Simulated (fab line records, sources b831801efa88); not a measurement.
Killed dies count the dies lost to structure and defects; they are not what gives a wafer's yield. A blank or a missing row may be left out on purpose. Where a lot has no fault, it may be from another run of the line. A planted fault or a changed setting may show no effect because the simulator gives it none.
Which tool did it? | flow sky130 | 6 lots (18 wafers sampled), 1 step of a 708-step route

## WHAT THE GAUGES SHOWED, per wafer
SKY_LI_CONTACT_BOW_MEAS_03.
lot  | measured     | on            | LI_CONTACT_BOW (um)
L878 | day 28 08:10 | film-metro-04 | 61 53 67
L881 | day 29 14:59 | film-metro-04 | 65 63 46
L883 | day 29 22:57 | film-metro-01 | 60 62 42
L891 | day 32 20:44 | film-metro-02 | 52 60 62
L893 | day 33 19:37 | film-metro-01 | 57 54 55
L897 | day 34 16:36 | film-metro-02 | 54 56 44

## WHAT TOOL EACH LOT RAN ON (gives the tool, then ch and the chambers of the sampled wafers, and finally the start)
No process step before these readings appears in the record.

## THE ANSWER, worked out from the rows above alone
Rule: usual is defined by the lots themselves. Put in order of their means at a reading, lots are off if they are a third of the lots or fewer, leave a main group of 4 or more, and stand apart from it by a gap of 3 or more times the standard deviation of the main group's means; of several such gaps the widest counts. Not used: any main group whose means are identical at the precision the tables above print for the reading. Also off: a lot with no number at a reading for which 4 or more lots have one. Any other lot the step has rows for is counted as sound.
No lot is off on any of the readings shown, so nothing can be concluded from this.

## WHAT THE SIMULATOR HAD PUT IN
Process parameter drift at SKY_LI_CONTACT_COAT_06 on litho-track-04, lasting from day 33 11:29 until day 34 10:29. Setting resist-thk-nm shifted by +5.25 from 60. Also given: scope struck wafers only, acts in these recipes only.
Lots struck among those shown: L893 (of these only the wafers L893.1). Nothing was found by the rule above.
